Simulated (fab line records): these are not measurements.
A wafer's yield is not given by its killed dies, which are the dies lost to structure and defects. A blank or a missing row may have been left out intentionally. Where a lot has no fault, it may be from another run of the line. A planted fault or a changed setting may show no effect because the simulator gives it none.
Matching of chambers | flow sfq_line | rie_diel-02 running SFQ_TRILAYER_I4_VIA_ETCH_VIA_ETCH_106: 4 sister chambers
The step etches SiO2 in CHF3, stops on Nb, target depth 260 nm. 14 wafers are shown with their chamber, then 7 later ones without.

## EACH WAFER AND ITS CHAMBER
wafer  | chamber | drypump_motor_current_A (A) | oes_product_au (a.u.)
L554.2 | 0       | 6.0                         | 0.856
L554.3 | 2       | 5.6                         | 0.856
L554.4 | 1       | 5.7                         | 0.852
L556.2 | 0       | 6.0                         | 0.857
L556.3 | 2       | 5.6                         | 0.861
L556.5 | 1       | 5.6                         | 0.846
L558.4 | 2       | 5.6                         | 0.855
L558.5 | 0       | 6.0                         | 0.865
L558.6 | 1       | 5.7                         | 0.859
L561.1 | 2       | 5.6                         | 0.862
L561.3 | 0       | 6.0                         | 0.863
L561.4 | 3       | 5.9                         | 0.852
L566.1 | 2       | 5.6                         | 0.857
L566.2 | 1       | 5.7                         | 0.860

SIGNATURES (averages over the wafers above)
reading                 | chamber 0 | chamber 1 | chamber 2 | chamber 3 | scatter within a chamber
drypump_motor_current_A | 6.000     | 5.675     | 5.600     | 5.900     | 0.0274
oes_product_au          | 0.86025   | 0.85425   | 0.85820   | 0.85200   | 0.00476
Rule: a wafer's distance from a chamber is the root of the sum, over the readings, of the square of ((its reading less the chamber's mean) divided by the reading's scatter). The wafer belongs to the nearest chamber; if the next one is less than 2 further off, it can't be placed. The scatter: the root of (the sum of the squares of (reading less its chamber's mean) over the shown wafers, divided by (wafers less chambers)).

## WAFERS MISSING THEIR CHAMBER
wafer  | drypump_motor_current_A (A) | oes_product_au (a.u.)
L566.6 | 5.7                         | 0.856
L571.4 | 6.1                         | 0.861
L571.5 | 5.6                         | 0.851
L571.6 | 5.7                         | 0.851
L573.2 | 6.1                         | 0.846
L573.3 | 5.6                         | 0.854
L573.6 | 6.1                         | 0.845

## EACH ONE'S CHAMBER
wafer  | from the rows above     | in truth
L566.6 | 1                       | 1
L571.4 | 0                       | 0
L571.5 | can't be placed: 2 or 1 | 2
L571.6 | 1                       | 1
L573.2 | 0                       | 0
L573.3 | can't be placed: 2 or 1 | 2
L573.6 | 0                       | 0
Placed correctly: 5 of 7. Can't be placed from these rows: 2 (the true chamber is among the candidates in 2). Placed wrongly: 0.
